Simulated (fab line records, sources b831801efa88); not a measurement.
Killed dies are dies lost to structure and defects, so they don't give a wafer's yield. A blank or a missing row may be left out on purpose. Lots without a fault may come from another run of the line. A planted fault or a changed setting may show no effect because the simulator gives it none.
fab line records | flow gf180mcu
record lots=5 wafers=15 last_day=34
route steps=602 shown HV_LDD@231 NSD@235 PSD@248 SAB@264
lots that met no fault: from a run of the same line without faults
start_h: hours from the record's first day to the start of the lot's first wafer shown | wait_h: hours since the lot's step before | " the same as in the row above | L1.1+2: a row that stands for several wafers | - no value, or no start given | * or withheld: withheld | < > ~ a bound
route shown NAME@n: a module of which the file shows steps, and the number in the route of the first | usual: mean/standard deviation of fault-free wafers | same: alike in all rows | chamber/n: place in a boat | sites: the reading at each site | _std_site: their standard deviation | _edge_site: outer sites' mean less inner sites' | radius_mm: how far each site lies from the wafer's centre | mask NAME#n: copy n | behind: the tool/chamber that last shaped the wafer | hold: why the lot was held/for how many hours/how that ended | device: the transistor (n, p or np) that didn't switch | end of line: the same wafers' tests at the end of the route | a step without rows: its recipe alone | killed: dies lost to structure and defects at the first sort, not the wafer's yield | map: a wafer's dies, x killed, . not, _ none there
set.NAME: the setting as run; set.NAME@STEP: as run at that earlier step | model.NAME: the simulator's own value behind a step, which no gauge read
lots at some steps of the route; a table a step, a row a wafer
services: from which hour (start_h, from the record's first day; less than 0 if before it) a tool's chamber was out of use, for how many hours, and why
## steps
# step GF_HV_LDD_THK_MEAS_55
# recipe reads=SiO2_of_HV_LDD_CVD_54
# usual HV_LDD_CVD_54_THK=10.00/0.14
# columns lot.wafer tool chamber start_h wait_h HV_LDD_CVD_54_THK[nm]
L079.1 film_metro-02 - 318.34 0.0 10.18
L079.5 " - " " 10.06
L079.6 " - " " 10.04
L087.1 film_metro-03 - 380.78 0.0 9.73
L087.2 " - " " 9.83
L087.4 " - " " 9.77
L094.1 film_metro-03 - 438.32 0.0 9.94
L094.5 " - " " 9.89
L094.6 " - " " 10.00
L095.1 film_metro-03 - 444.64 0.0 10.06
L095.3 " - " " 10.13
L095.5 " - " " 10.11
L097.2 film_metro-02 - 460.03 0.0 9.92
L097.4 " - " " 9.92
L097.5 " - " " 10.00
# step GF_HV_LDD_CVD_56
# recipe material=Si3N4 precursor=DCS/NH3 target_thk_nm=90 temp_c=770 time_s=1543 pressure_mtorr=250
# columns lot.wafer tool chamber start_h wait_h
L079.1+5+6 lpcvd-01 0 318.40 0.1
L087.1+2+4 lpcvd-01 0 380.84 0.1
L094.1+5+6 lpcvd-01 0 438.38 0.1
L095.1+3+5 lpcvd-02 1 444.70 0.1
L097.2+4+5 lpcvd-01 1 460.08 0.0
# step GF_HV_LDD_THK_MEAS_57
# recipe reads=Si3N4_of_HV_LDD_CVD_56
# usual HV_LDD_CVD_56_THK=90.2/0.85
# columns lot.wafer tool chamber start_h wait_h HV_LDD_CVD_56_THK[nm]
L079.1 film_metro-02 - 319.83 0.0 90.8
L079.5 " - " " 90.3
L079.6 " - " " 90.9
L087.1 film_metro-03 - 382.26 0.0 91.5
L087.2 " - " " 91.7
L087.4 " - " " 91.5
L094.1 film_metro-03 - 439.80 0.0 90.3
L094.5 " - " " 90.0
L094.6 " - " " 90.3
L095.1 film_metro-03 - 446.12 0.0 92.0
L095.3 " - " " 91.2
L095.5 " - " " 90.9
L097.2 film_metro-03 - 461.52 0.0 90.3
L097.4 " - " " 90.4
L097.5 " - " " 90.3
# step GF_HV_LDD_ETCHBACK_58
# recipe chemistry=CH3F/O2 target=Si3N4 stop_on=SiO2 source_w=400 bias_w=80 pressure_mtorr=25 ch3f_flow_sccm=40 O2_flow_sccm=30 time_s=100 target_depth_a=900
# usual drypump_motor_current_A=5.8/0.4 oes_product_au=0.844/0.0067 throttle_valve_pct=10.561/0.0084
# columns lot.wafer tool chamber start_h wait_h drypump_motor_current_A oes_product_au rf_hours_counter_h throttle_valve_pct
L079.1 rie_diel-04 2 319.89 0.1 5.6 0.853 11 10.555
L079.5 " 1 " " 6.0 0.845 - 10.560
L079.6 " 0 " " 5.4 0.850 - 10.572
L087.1 rie_diel-02 3 382.32 0.1 5.9 0.846 94 10.556
L087.2 " 0 " " 6.4 0.856 113 10.570
L087.4 " 2 " " 6.3 0.848 95 10.572
L094.1 rie_diel-01 1 439.86 0.1 5.2 0.832 20 10.570
L094.5 " 0 " " 5.6 0.849 - 10.567
L094.6 " 3 " " 5.3 0.840 - 10.562
L095.1 rie_diel-02 3 446.18 0.1 5.9 0.851 96 10.568
L095.3 " 2 " " 6.3 0.844 97 10.562
L095.5 " 1 " " 6.3 0.845 - 10.572
L097.2 rie_diel-01 0 461.57 0.0 5.6 0.839 17 10.563
L097.4 " 1 " " 5.2 0.845 21 10.553
L097.5 " 2 " " 5.6 0.845 - 10.584
# step GF_NSD_DEHYDRATE_00
# recipe temp_c=200 time_s=60
# columns lot.wafer tool chamber start_h wait_h
L079.1+5+6 litho_track-04 0 330.24 10.3
L087.1+2+4 litho_track-01 0 392.70 10.3
L094.1+5+6 litho_track-01 0 451.40 11.5
L095.1+3+5 litho_track-03 0 458.36 12.1
L097.2+4+5 litho_track-01 0 472.63 11.0
# step GF_NSD_HMDS_01
# recipe prime_time_s=60 prime_temp_c=120
# columns lot.wafer tool chamber start_h wait_h
L079.1+5+6 litho_track-04 0 330.39 0.1
L087.1+2+4 litho_track-01 0 392.85 0.1
L094.1+5+6 litho_track-01 0 451.55 0.1
L095.1+3+5 litho_track-03 0 458.51 0.1
L097.2+4+5 litho_track-01 0 472.78 0.1
# step GF_NSD_COAT_02
# recipe resist=NOVOLAK spin_rpm=3000 resist_thk_nm=1000
# columns lot.wafer tool chamber start_h wait_h
L079.1+5+6 litho_track-04 0 330.54 0.1
L087.1+2+4 litho_track-01 0 393.00 0.1
L094.1+5+6 litho_track-01 0 451.70 0.1
L095.1+3+5 litho_track-03 0 458.66 0.1
L097.2+4+5 litho_track-01 0 472.93 0.1
# step GF_NSD_SOFTBAKE_03
# recipe temp_c=90 time_s=60 resist=NOVOLAK
# columns lot.wafer tool chamber start_h wait_h
L079.1+5+6 litho_track-04 0 330.69 0.1
L087.1+2+4 litho_track-01 0 393.15 0.1
L094.1+5+6 litho_track-01 0 451.85 0.1
L095.1+3+5 litho_track-03 0 458.81 0.1
L097.2+4+5 litho_track-01 0 473.08 0.1
# step GF_NSD_EXPOSE_04
# recipe mask_id=Nplus target_cd_nm=400 na=0.6 source_shape=conventional sigma_outer=0.6 dose_mj=140
# columns lot.wafer tool chamber start_h wait_h mask
L079.1+5+6 iline_stepper-02 0 - - Nplus#0
L087.1+2+4 iline_stepper-01 0 - - Nplus#0
L094.1+5+6 iline_stepper-02 0 - - Nplus#0
L095.1+3+5 iline_stepper-02 0 - - Nplus#0
L097.2+4+5 iline_stepper-02 0 - - Nplus#0
# step GF_NSD_PEB_05
# recipe temp_c=withheld time_s=* resist=NOVOLAK
# columns lot.wafer tool chamber start_h wait_h
L079.1+5+6 litho_track-03 0 - -
L087.1+2+4 litho_track-01 0 - -
L094.1+5+6 litho_track-04 0 - -
L095.1+3+5 litho_track-03 0 - -
L097.2+4+5 litho_track-03 0 - -
# step GF_NSD_DEVELOP_06
# recipe develop_time_s=60 dev_temp_c=23
# columns lot.wafer tool chamber start_h wait_h
L079.1+5+6 litho_track-03 0 341.56 0.1
L087.1+2+4 litho_track-01 0 405.05 0.1
L094.1+5+6 litho_track-04 0 464.34 0.1
L095.1+3+5 litho_track-03 0 470.26 0.1
L097.2+4+5 litho_track-03 0 485.64 0.1
# step GF_NSD_CD_MEAS_07
# recipe target_cd_nm=400
# usual cd_nm=400.1/2
# columns lot.wafer tool chamber start_h wait_h cd_nm
L079.1 cd_sem-01 - 341.71 0.1 399.4
L079.5 " - " " 398.3
L079.6 " - " " 400.0
L087.1 cd_sem-01 - 405.20 0.1 403.4
L087.2 " - " " 403.9
L087.4 " - " " 401.8
L094.1 cd_sem-02 - 464.49 0.1 398.8
L094.5 " - " " 400.0
L094.6 " - " " 400.9
L095.1 cd_sem-02 - 470.41 0.1 396.5
L095.3 " - " " 398.5
L095.5 " - " " 399.1
L097.2 cd_sem-02 - 485.78 0.1 401.0
L097.4 " - " " 402.5
L097.5 " - " " 403.0
# step GF_NSD_OVL_MEAS_08
# usual NSD_OVL=1.0/1.3
# columns lot.wafer tool chamber start_h wait_h NSD_OVL[nm]
L079.1 overlay-02 - 341.83 0.1 2.3
L079.5 " - " " 2.1
L079.6 " - " " 1.6
L087.1 overlay-01 - 405.32 0.1 2.3
L087.2 " - " " 2.3
L087.4 " - " " 4.4
L094.1 overlay-01 - 464.61 0.1 0.3
L094.5 " - " " -0.7
L094.6 " - " " 1.5
L095.1 overlay-02 - 470.53 0.1 0.3
L095.3 " - " " 1.7
L095.5 " - " " 0.3
L097.2 overlay-01 - 485.89 0.1 -2.1
L097.4 " - " " 0.2
L097.5 " - " " -1.8
# step GF_NSD_IMPLANT_09
# recipe species=As energy_kev=61.25 dose_cm2=4e+15 tilt_deg=7
# columns lot.wafer tool chamber start_h wait_h
L079.1+5+6 implanter-02 0 341.87 0.0
L087.1+2+4 implanter-01 0 405.36 0.0
L094.1+5+6 implanter-03 0 464.64 0.0
L095.1+3+5 implanter-03 0 470.57 0.0
L097.2+4+5 implanter-02 0 485.94 0.0
# step GF_NSD_IMPLANT_10
# recipe species=P energy_kev=40 dose_cm2=5e+14 tilt_deg=7
# columns lot.wafer tool chamber start_h wait_h
L079.1+5+6 implanter-02 0 342.02 0.1
L087.1+2+4 implanter-01 0 405.51 0.1
L094.1+5+6 implanter-03 0 464.79 0.1
L095.1+3+5 implanter-03 0 470.72 0.1
L097.2+4+5 implanter-02 0 486.09 0.1
# step GF_NSD_STRIP_11
# recipe chemistry=O2/N2 power_w=1400 pressure_mtorr=1500 platen_temp_c=250 o2_flow_sccm=3000 n2_flow_sccm=300 overash_fraction=0.5
# usual drypump_motor_current_A=5.61/0.26 heater_power_w=327/29 oes_product_au=0.485/0.0046 strip_time_to_endpoint_s=23.14/0.043
# same overash_fraction=0.5
# columns lot.wafer tool chamber start_h wait_h drypump_motor_current_A heater_power_w oes_product_au rf_hours_counter_h strip_time_to_endpoint_s
L079.1 plasma_asher-04 1 342.17 0.1 5.29 370 0.494 54 23.17
L079.5 " 0 " " 5.56 309 0.482 - 23.16
L079.6 " 1 " " 5.25 375 0.487 - 23.15
L087.1 plasma_asher-01 0 405.66 0.1 5.59 283 0.485 30 23.02
L087.2 " 1 " " 5.95 330 0.486 30 23.06
L087.4 " 1 " " 5.93 330 0.487 - 23.12
L094.1 plasma_asher-01 0 464.94 0.1 5.58 281 0.488 36 23.13
L094.5 " 0 " " 5.60 280 0.489 - 23.15
L094.6 " 1 " " 5.93 324 0.490 - 23.12
L095.1 plasma_asher-04 0 470.87 0.1 5.57 311 0.490 67 23.17
L095.3 " 1 " " 5.30 374 0.488 - 23.18
L095.5 " 0 " " 5.56 302 0.482 - 23.17
L097.2 plasma_asher-02 0 486.22 0.1 5.64 328 0.488 6 23.13
L097.4 " 1 " " 6.09 321 0.480 - 23.19
L097.5 " 1 " " 6.07 331 0.493 - 23.13
# step GF_NSD_TW_MEAS_12
# usual NSD_TW=4247/32
# columns lot.wafer tool chamber start_h wait_h NSD_TW
L079.1 film_metro-03 - 342.30 0.1 4295
L079.5 " - " " 4266
L079.6 " - " " 4258
L087.1 film_metro-03 - 405.76 0.1 4276
L087.2 " - " " 4253
L087.4 " - " " 4275
L094.1 film_metro-04 - 465.04 0.1 4234
L094.5 " - " " 4240
L094.6 " - " " 4242
L095.1 film_metro-04 - 470.97 0.1 4231
L095.3 " - " " 4222
L095.5 " - " " 4234
L097.2 film_metro-04 - 486.33 0.1 4199
L097.4 " - " " 4242
L097.5 " - " " 4249
# step GF_PSD_DEHYDRATE_00
# recipe temp_c=200 time_s=60
# columns lot.wafer tool chamber start_h wait_h
L079.1+5+6 litho_track-04 0 352.64 10.3
L087.1+2+4 litho_track-04 0 416.94 11.2
L094.1+5+6 litho_track-02 0 476.59 11.5
L095.1+3+5 litho_track-03 0 482.61 11.6
L097.2+4+5 litho_track-02 0 497.37 11.0
# step GF_PSD_HMDS_01
# recipe prime_time_s=60 prime_temp_c=120
# columns lot.wafer tool chamber start_h wait_h
L079.1+5+6 litho_track-04 0 352.79 0.1
L087.1+2+4 litho_track-04 0 417.09 0.1
L094.1+5+6 litho_track-02 0 476.74 0.1
L095.1+3+5 litho_track-03 0 482.76 0.1
L097.2+4+5 litho_track-02 0 497.52 0.1
# step GF_PSD_COAT_02
# recipe resist=NOVOLAK spin_rpm=3000 resist_thk_nm=1000
# columns lot.wafer tool chamber start_h wait_h
L079.1+5+6 litho_track-04 0 352.94 0.1
L087.1+2+4 litho_track-04 0 417.24 0.1
L094.1+5+6 litho_track-02 0 476.89 0.1
L095.1+3+5 litho_track-03 0 482.91 0.1
L097.2+4+5 litho_track-02 0 497.67 0.1
# step GF_PSD_SOFTBAKE_03
# recipe temp_c=90 time_s=60 resist=NOVOLAK
# columns lot.wafer tool chamber start_h wait_h
L079.1+5+6 litho_track-04 0 353.09 0.1
L087.1+2+4 litho_track-04 0 417.39 0.1
L094.1+5+6 litho_track-02 0 477.04 0.1
L095.1+3+5 litho_track-03 0 483.06 0.1
L097.2+4+5 litho_track-02 0 497.82 0.1
# step GF_PSD_EXPOSE_04
# recipe mask_id=Pplus target_cd_nm=400 na=0.6 source_shape=conventional sigma_outer=0.6 dose_mj=140
# columns lot.wafer tool chamber start_h wait_h mask
L079.1+5+6 iline_stepper-01 0 - - Pplus#0
L087.1+2+4 iline_stepper-02 0 - - Pplus#0
L094.1+5+6 iline_stepper-01 0 - - Pplus#0
L095.1+3+5 iline_stepper-02 0 - - Pplus#0
L097.2+4+5 iline_stepper-02 0 - - Pplus#0
# step GF_PSD_PEB_05
# recipe temp_c=withheld time_s=* resist=NOVOLAK
# columns lot.wafer tool chamber start_h wait_h
L079.1+5+6 litho_track-02 0 - -
L087.1+2+4 litho_track-02 0 - -
L094.1+5+6 litho_track-02 0 - -
L095.1+3+5 litho_track-03 0 - -
L097.2+4+5 litho_track-02 0 - -
# step GF_PSD_DEVELOP_06
# recipe develop_time_s=60 dev_temp_c=23
# columns lot.wafer tool chamber start_h wait_h
L079.1+5+6 litho_track-02 0 364.04 0.1
L087.1+2+4 litho_track-02 0 429.69 0.1
L094.1+5+6 litho_track-02 0 488.74 0.1
L095.1+3+5 litho_track-03 0 494.26 0.1
L097.2+4+5 litho_track-02 0 510.37 0.1
# step GF_PSD_CD_MEAS_07
# recipe target_cd_nm=400
# usual cd_nm=400.0/2.5
# columns lot.wafer tool chamber start_h wait_h cd_nm
L079.1 cd_sem-02 - 364.19 0.1 399.3
L079.5 " - " " 399.4
L079.6 " - " " 398.2
L087.1 cd_sem-02 - 429.84 0.1 400.1
L087.2 " - " " 402.9
L087.4 " - " " 402.2
L094.1 cd_sem-02 - 488.89 0.1 400.3
L094.5 " - " " 399.9
L094.6 " - " " 397.4
L095.1 cd_sem-02 - 494.41 0.1 400.4
L095.3 " - " " 398.7
L095.5 " - " " 398.8
L097.2 cd_sem-01 - 510.51 0.1 399.1
L097.4 " - " " 401.9
L097.5 " - " " 399.9
# step GF_PSD_OVL_MEAS_08
# usual PSD_OVL=-0.2/1.3
# columns lot.wafer tool chamber start_h wait_h PSD_OVL[nm]
L079.1 overlay-02 - 364.31 0.1 0.3
L079.5 " - " " -0.1
L079.6 " - " " 0.1
L087.1 overlay-02 - 429.96 0.1 -0.1
L087.2 " - " " -0.1
L087.4 " - " " -0.2
L094.1 overlay-01 - 489.01 0.1 -0.1
L094.5 " - " " -0.6
L094.6 " - " " 1.9
L095.1 overlay-01 - 494.53 0.1 0.6
L095.3 " - " " 2.5
L095.5 " - " " -1.6
L097.2 overlay-01 - 510.62 0.1 -0.5
L097.4 " - " " 0.8
L097.5 " - " " -1.3
# step GF_PSD_IMPLANT_09
# recipe species=BF2 energy_kev=40 dose_cm2=1.5e+15 tilt_deg=7
# columns lot.wafer tool chamber start_h wait_h
L079.1+5+6 implanter-03 0 364.35 0.0
L087.1+2+4 implanter-01 0 430.00 0.0
L094.1+5+6 implanter-01 0 489.05 0.0
L095.1+3+5 implanter-03 0 494.57 0.0
L097.2+4+5 implanter-04 0 510.67 0.0
# step GF_PSD_STRIP_10
# recipe chemistry=O2/N2 power_w=1400 pressure_mtorr=1500 platen_temp_c=250 o2_flow_sccm=3000 n2_flow_sccm=300 overash_fraction=0.5
# usual drypump_motor_current_A=5.63/0.23 heater_power_w=319/28 oes_product_au=0.592/0.0042 strip_time_to_endpoint_s=16.54/0.037
# same overash_fraction=0.5
# columns lot.wafer tool chamber start_h wait_h drypump_motor_current_A heater_power_w oes_product_au rf_hours_counter_h strip_time_to_endpoint_s
L079.1 plasma_asher-04 0 364.50 0.1 5.54 303 0.591 56 16.51
L079.5 " 1 " " 5.31 390 0.599 - 16.55
L079.6 " 0 " " 5.54 301 0.595 - 16.53
L087.1 plasma_asher-04 0 430.15 0.1 5.56 317 0.596 62 16.52
L087.2 " 1 " " 5.29 384 0.587 62 16.48
L087.4 " 1 " " 5.30 368 0.589 - 16.52
L094.1 plasma_asher-01 1 489.20 0.1 5.94 328 0.580 39 16.59
L094.5 " 0 " " 5.62 283 0.591 - 16.60
L094.6 " 1 " " 5.91 311 0.589 - 16.62
L095.1 plasma_asher-04 0 494.72 0.1 5.57 316 0.594 69 16.53
L095.3 " 1 " " 5.28 376 0.595 - 16.54
L095.5 " 0 " " 5.56 306 0.590 - 16.54
L097.2 plasma_asher-01 0 510.80 0.1 5.59 289 0.583 41 16.50
L097.4 " 1 " " 5.94 331 0.599 - 16.52
L097.5 " 0 " " 5.59 284 0.593 - 16.51
# step GF_PSD_TW_MEAS_11
# usual PSD_TW=3164/22
# columns lot.wafer tool chamber start_h wait_h PSD_TW
L079.1 film_metro-01 - 364.60 0.1 3161
L079.5 " - " " 3162
L079.6 " - " " 3164
L087.1 film_metro-03 - 430.25 0.1 3162
L087.2 " - " " 3171
L087.4 " - " " 3176
L094.1 film_metro-04 - 489.30 0.1 3146
L094.5 " - " " 3133
L094.6 " - " " 3124
L095.1 film_metro-03 - 494.82 0.1 3201
L095.3 " - " " 3199
L095.5 " - " " 3192
L097.2 film_metro-04 - 510.91 0.1 3170
L097.4 " - " " 3142
L097.5 " - " " 3161
# step GF_PSD_CLEAN_12
# recipe chemistry=SC1/SC2 mix=1:4:20 temp_c=70 time_s=144.7 dry=n2_spin
# columns lot.wafer tool chamber start_h wait_h
L079.1+5+6 wet_bench-01 0 364.66 0.1
L087.1+2+4 wet_bench-01 3 430.31 0.1
L094.1+5+6 wet_bench-01 0 489.36 0.1
L095.1+3+5 wet_bench-01 2 494.88 0.1
L097.2+4+5 wet_bench-04 3 510.96 0.0
# step GF_PSD_RTA_13
# recipe temp_c=1025 time_s=20 ambient=N2
# usual lamp_power_pct=35.5/2.8 wafer_temp_C_max=1029.8/1.1
# columns lot.wafer tool chamber start_h wait_h lamp_power_pct wafer_temp_C_max
L079.1 rtp_anneal-01 0 364.71 0.0 38.8 1030.3
L079.5 " 0 " " 38.7 1032.1
L079.6 " 0 " " 38.8 1030.7
L087.1 rtp_anneal-02 0 430.36 0.0 33.1 1029.2
L087.2 " 0 " " 33.1 1029.3
L087.4 " 0 " " 33.1 1029.4
L094.1 rtp_anneal-02 0 489.41 0.0 33.2 1028.8
L094.5 " 0 " " 33.1 1029.0
L094.6 " 0 " " 33.1 1027.9
L095.1 rtp_anneal-02 0 494.94 0.0 33.1 1029.6
L095.3 " 0 " " 33.1 1030.6
L095.5 " 0 " " 33.2 1029.7
L097.2 rtp_anneal-02 0 511.02 0.0 33.1 1030.3
L097.4 " 0 " " 33.1 1028.8
L097.5 " 0 " " 33.1 1029.6
# step GF_PSD_RS_MEAS_14
# recipe thk_meas_gauge=four-point-probe
# usual NSD_RS=45.69/0.089
# columns lot.wafer tool chamber start_h wait_h NSD_RS[ohm/sq]
L079.1 film_metro-01 - 364.88 0.1 45.75
L079.5 " - " " 45.80
L079.6 " - " " 45.72
L087.1 film_metro-04 - 430.44 0.1 45.73
L087.2 " - " " 45.57
L087.4 " - " " 45.64
L094.1 film_metro-03 - 489.50 0.1 45.82
L094.5 " - " " 45.80
L094.6 " - " " 45.82
L095.1 film_metro-03 - 495.02 0.1 45.83
L095.3 " - " " 45.85
L095.5 " - " " 45.80
L097.2 film_metro-04 - 511.11 0.1 45.80
L097.4 " - " " 45.83
L097.5 " - " " 45.67
# step GF_PSD_RS_MEAS_15
# recipe thk_meas_gauge=four-point-probe
# usual PSD_RS=108.4/0.32
# columns lot.wafer tool chamber start_h wait_h PSD_RS[ohm/sq]
L079.1 film_metro-01 - 365.00 0.1 108.8
L079.5 " - " " 108.7
L079.6 " - " " 108.7
L087.1 film_metro-04 - 430.56 0.1 108.5
L087.2 " - " " 108.4
L087.4 " - " " 108.2
L094.1 film_metro-03 - 489.62 0.1 109.0
L094.5 " - " " 108.9
L094.6 " - " " 108.9
L095.1 film_metro-03 - 495.14 0.1 109.1
L095.3 " - " " 108.9
L095.5 " - " " 108.6
L097.2 film_metro-04 - 511.23 0.1 108.1
L097.4 " - " " 108.5
L097.5 " - " " 108.1
# step GF_SAB_CVD_00
# recipe material=SiO2 target_thk_nm=50 precursor=TEOS temp_c=400 time_s=4.9302 rf_w=600
# usual heater_power_w=667/92
# columns lot.wafer tool chamber start_h wait_h heater_power_w
L079.1 pecvd-04 0 365.12 0.1 761
L079.5 " 2 " " 689
L079.6 " 0 " " 754
L087.1 pecvd-01 2 430.68 0.1 713
L087.2 " 0 " " 567
L087.4 " 2 " " 751
L094.1 pecvd-04 0 489.74 0.1 780
L094.5 " 2 " " 688
L094.6 " 1 " " 668
L095.1 pecvd-03 2 495.26 0.1 573
L095.3 " 1 " " 783
L095.5 " 2 " " 584
L097.2 pecvd-04 2 511.33 0.1 656
L097.4 " 0 " " 802
L097.5 " 2 " " 673
# step GF_SAB_THK_MEAS_01
# recipe reads=SiO2_of_SAB_CVD_00
# usual SAB_CVD_00_THK=50.3/0.65
# columns lot.wafer tool chamber start_h wait_h SAB_CVD_00_THK[nm]
L079.1 film_metro-02 - 365.14 0.0 50.5
L079.5 " - " " 50.3
L079.6 " - " " 50.8
L087.1 film_metro-03 - 430.70 0.0 50.8
L087.2 " - " " 49.8
L087.4 " - " " 51.3
L094.1 film_metro-04 - 489.76 0.0 51.0
L094.5 " - " " 50.6
L094.6 " - " " 51.4
L095.1 film_metro-04 - 495.28 0.0 49.6
L095.3 " - " " 49.4
L095.5 " - " " 49.7
L097.2 film_metro-03 - 511.36 0.0 49.7
L097.4 " - " " 51.3
L097.5 " - " " 50.1
# step GF_SAB_DEHYDRATE_02
# recipe temp_c=200 time_s=60
# columns lot.wafer tool chamber start_h wait_h
L079.1+5+6 litho_track-04 0 375.14 10.0
L087.1+2+4 litho_track-01 0 441.80 11.1
L094.1+5+6 litho_track-04 0 500.39 10.6
L095.1+3+5 litho_track-04 0 506.79 11.5
L097.2+4+5 litho_track-04 0 522.06 10.7
# step GF_SAB_HMDS_03
# recipe prime_time_s=60 prime_temp_c=120
# columns lot.wafer tool chamber start_h wait_h
L079.1+5+6 litho_track-04 0 375.29 0.1
L087.1+2+4 litho_track-01 0 441.95 0.1
L094.1+5+6 litho_track-04 0 500.54 0.1
L095.1+3+5 litho_track-04 0 506.94 0.1
L097.2+4+5 litho_track-04 0 522.21 0.1
# step GF_SAB_COAT_04
# recipe resist=NOVOLAK spin_rpm=3000 resist_thk_nm=1000
# columns lot.wafer tool chamber start_h wait_h
L079.1+5+6 litho_track-04 0 375.44 0.1
L087.1+2+4 litho_track-01 0 442.10 0.1
L094.1+5+6 litho_track-04 0 500.69 0.1
L095.1+3+5 litho_track-04 0 507.09 0.1
L097.2+4+5 litho_track-04 0 522.36 0.1
# step GF_SAB_SOFTBAKE_05
# recipe temp_c=90 time_s=60 resist=NOVOLAK
# columns lot.wafer tool chamber start_h wait_h
L079.1+5+6 litho_track-04 0 375.59 0.1
L087.1+2+4 litho_track-01 0 442.25 0.1
L094.1+5+6 litho_track-04 0 500.84 0.1
L095.1+3+5 litho_track-04 0 507.24 0.1
L097.2+4+5 litho_track-04 0 522.51 0.1
# step GF_SAB_EXPOSE_06
# recipe mask_id=SAB target_cd_nm=420 na=0.6 source_shape=conventional sigma_outer=0.6 dose_mj=140
# columns lot.wafer tool chamber start_h wait_h mask
L079.1+5+6 iline_stepper-01 0 - - SAB#0
L087.1+2+4 iline_stepper-02 0 - - SAB#0
L094.1+5+6 iline_stepper-01 0 - - SAB#0
L095.1+3+5 iline_stepper-01 0 - - SAB#0
L097.2+4+5 iline_stepper-02 0 - - SAB#0
# step GF_SAB_PEB_07
# recipe temp_c=withheld time_s=* resist=NOVOLAK
# columns lot.wafer tool chamber start_h wait_h
L079.1+5+6 litho_track-04 0 - -
L087.1+2+4 litho_track-01 0 - -
L094.1+5+6 litho_track-01 0 - -
L095.1+3+5 litho_track-02 0 - -
L097.2+4+5 litho_track-02 0 - -
# step GF_SAB_DEVELOP_08
# recipe develop_time_s=60 dev_temp_c=23
# columns lot.wafer tool chamber start_h wait_h
L079.1+5+6 litho_track-04 0 386.44 0.1
L087.1+2+4 litho_track-01 0 454.35 0.1
L094.1+5+6 litho_track-01 0 512.20 0.1
L095.1+3+5 litho_track-02 0 518.84 0.1
L097.2+4+5 litho_track-02 0 534.27 0.1
# step GF_SAB_CD_MEAS_09
# recipe target_cd_nm=420
# usual cd_nm=420.2/2.5
# columns lot.wafer tool chamber start_h wait_h cd_nm
L079.1 cd_sem-01 - 386.59 0.1 421.2
L079.5 " - " " 420.5
L079.6 " - " " 421.8
L087.1 cd_sem-02 - 454.50 0.1 417.5
L087.2 " - " " 420.4
L087.4 " - " " 416.1
L094.1 cd_sem-02 - 512.35 0.1 420.2
L094.5 " - " " 421.2
L094.6 " - " " 422.1
L095.1 cd_sem-02 - 518.99 0.1 421.4
L095.3 " - " " 421.9
L095.5 " - " " 422.1
L097.2 cd_sem-02 - 534.41 0.1 417.2
L097.4 " - " " 418.7
L097.5 " - " " 418.0
# step GF_SAB_OVL_MEAS_10
# usual SAB_OVL=0.6/1.7
# columns lot.wafer tool chamber start_h wait_h SAB_OVL[nm]
L079.1 overlay-02 - 386.71 0.1 -0.1
L079.5 " - " " -0.6
L079.6 " - " " -0.2
L087.1 overlay-02 - 454.62 0.1 3.0
L087.2 " - " " 2.6
L087.4 " - " " 3.7
L094.1 overlay-01 - 512.47 0.1 -1.4
L094.5 " - " " -1.7
L094.6 " - " " -1.2
L095.1 overlay-02 - 519.11 0.1 -1.1
L095.3 " - " " -1.5
L095.5 " - " " 0.6
L097.2 overlay-01 - 534.52 0.1 1.7
L097.4 " - " " 1.2
L097.5 " - " " 0.9
# step GF_SAB_ETCH_11
# recipe chemistry=C4F8/O2/Ar mask_material=NOVOLAK target=SiO2 target_depth_nm=55 source_w=1500 bias_w=1200 pressure_mtorr=40 c4f8_flow_sccm=withheld O2_flow_sccm=6 Ar_flow_sccm=300 time_s=8.5
# usual oes_product_au=0.997/0.011
# columns lot.wafer tool chamber start_h wait_h oes_product_au rf_hours_counter_h
L079.1 rie_diel-04 2 386.74 0.0 0.991 13
L079.5 " 2 " " 0.991 -
L079.6 " 1 " " 1.001 -
L087.1 rie_diel-01 2 454.66 0.0 0.977 7
L087.2 " 0 " " 1.021 17
L087.4 " 1 " " 1.004 20
L094.1 rie_diel-04 1 512.51 0.0 0.989 31
L094.5 " 3 " " 1.012 -
L094.6 " 0 " " 0.997 -
L095.1 rie_diel-04 2 519.15 0.0 0.991 16
L095.3 " 0 " " 0.993 7
L095.5 " 3 " " 1.023 -
L097.2 rie_diel-04 0 534.55 0.0 0.991 7
L097.4 " 3 " " 1.012 20
L097.5 " 3 " " 0.996 -
# step GF_SAB_WET_ETCH_12
# recipe chemistry=dHF target_depth_nm=22 dry=n2_spin target=SiO2 temp_c=25 dilution=100:1 time_s=440
# columns lot.wafer tool chamber start_h wait_h
L079.1+5+6 wet_bench-02 0 386.76 0.0
L087.1+2+4 wet_bench-01 1 454.68 0.0
L094.1+5+6 wet_bench-01 0 512.53 0.0
L095.1+3+5 wet_bench-02 0 519.17 0.0
L097.2+4+5 wet_bench-01 0 534.57 0.0
## services
# columns tool chamber start_h hours kind
implanter-02 - 297.69 0.8 repair
plasma_asher-04 - 308.97 1.9 repair
implanter-01 - 320.70 36.5 pm
iline_stepper-01 - 326.08 5.8 repair
plasma_asher-01 - 329.43 1.4 repair
implanter-02 - 330.78 1.4 repair
iline_stepper-01 - 331.83 1.7 pm
lpcvd-01 - 363.41 6.1 pm
implanter-01 - 366.08 5.0 repair
plasma_asher-04 - 369.76 1.5 repair
implanter-02 - 371.73 1.4 repair
implanter-01 - 380.83 3.7 repair
rie_diel-04 2 382.00 3.6 repair
implanter-02 - 391.26 3.9 repair
implanter-01 - 406.44 1.1 repair
rie_diel-04 3 409.35 4.4 repair
implanter-03 - 423.75 7.2 pm
plasma_asher-01 - 439.30 0.6 repair
rie_diel-04 1 439.55 5.9 repair
implanter-02 - 463.60 5.4 repair
rie_diel-04 0 468.87 4.5 repair
implanter-01 - 471.18 0.7 repair
iline_stepper-02 - 494.54 1.7 pm
rie_diel-04 0 502.72 5.6 repair
## key
fault none
